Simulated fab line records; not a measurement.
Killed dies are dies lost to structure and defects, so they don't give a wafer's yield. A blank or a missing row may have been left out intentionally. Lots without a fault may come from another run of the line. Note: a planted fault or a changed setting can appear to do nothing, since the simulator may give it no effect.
8D (eight disciplines) problem report, filled in by code || flow sky130 || the parts of the form that need people (team, actions taken, sign-off) are left out

== 1. PROBLEM STATEMENT ==
cd nm at SKY_SD_P_CD_MEAS_07 reads a mean of 361.9 nm on 2 wafers of 2 lots; wafers without a fault read 379.6 nm with a standard deviation of 2.1. Relative to the usual mean, that is a shift of -8.4 standard deviations.
The step: target cd 380 nm.
Earliest sighting: wafer L983.2 on cd sem-02 at day 30 04:37. At this step, 33 wafers from 11 lots have a number in the record. Rule for "out", or "out of limits": more than 4 standard deviations from the usual mean. The rest of the wafers with a number are treated as sound.

== 2. WHAT IT IS AND WHAT IT IS NOT ==
{"question": "which readings at this step", "is": "cd nm", "is not": "-"}
{"question": "which lots", "is": "L983, L985", "is not": "L969, L971, L973, L974, L976, L979, L980, L982, L989"}
{"question": "which wafers of those lots", "is": "L983.2, L985.1", "is not": "L983.3, L983.5, L985.3, L985.6"}
{"question": "read on which gauges", "is": "cd sem-02", "is not": "cd sem-01"}
{"question": "when", "is": "from day 30 04:37", "is not": "up to then (26 sound wafers); but 5 sound wafers of L985, L989 came after"}

== 3. THE SUSPECTS, EACH WITH WHAT RULES IT OUT ==
Counting: a tool at a process step up to the reading stays a suspect if it ran every lot that is out. Sound lots after the first of them don't rule it out here, since some wafers of a struck lot are sound.
- the gauge at SKY_SD_P_CD_MEAS_07: kept. All the wafers that are out were read on cd sem-02, and no step on other tools shows them out.
- rie diel-04 at SKY_SPACER_ETCHBACK_02 (etches Si3N4 in CH3F/O2, stops on SiO2, time 46.7 s, target depth 45 nm): kept. Ran every lot that is out, first one L983 (day 27 20:22); last sound lot up to then L982 (day 27 15:11).
- iline stepper-02 at SKY_SD_P_EXPOSE_04 (exposes mask PSDM, target cd 380 nm): kept. Ran every lot that is out, first one L983 (day 29 15:33); last sound lot up to then L980 (day 28 14:10).
The count leaves rie diel-04 at SKY_SPACER_ETCHBACK_02, iline stepper-02 at SKY_SD_P_EXPOSE_04, and cd sem-02 at SKY_SD_P_CD_MEAS_07.

== 4. THE CAUSE (what the simulator had put in) ==
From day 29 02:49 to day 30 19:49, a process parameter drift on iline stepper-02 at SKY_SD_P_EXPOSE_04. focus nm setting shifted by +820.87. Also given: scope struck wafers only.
Counting leaves 3 suspects; this tool is one of them.

== 5. SEQUENCE OF EFFECTS, ordered by route ==
Each row: a reading where the mean over the struck wafers with a number is more than 3 standard deviations away from the usual. Readings are gone through only where the record gives a usual standard deviation; hours: the median, over the lots, of the time from a lot's start at the first step in this table giving one to that lot's start at this step; sigmas: the change measured in usual standard deviations.
{"hours": 0, "step": "SKY_SD_P_CD_MEAS_07", "reading": "cd nm", "usual": "379.6 nm", "on struck wafers": 361.9, "change": -17.7, "sigmas": -8.4}
At these later measuring or inspecting steps, every struck wafer for which the step has a row has a number for every such reading, and none has moved that far: SKY_SD_P_OVL_MEAS_08.

== 6. HOW IT WOULD HAVE BEEN CAUGHT EARLIER ==
The first out-of-limits reading at a measuring or inspecting step in this record came at day 30 04:37, 26 hours after the fault's start at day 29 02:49.
No tool reading at SKY_SD_P_EXPOSE_04 that has a usual standard deviation in the record was out on any struck wafer, so an alarm limit of 4 standard deviations on those readings would not have fired.
Among the 2 lots that are out, L985 began SKY_SD_P_EXPOSE_04 on iline stepper-02 after day 30 04:37. A hold on the tool at that time would have spared it.
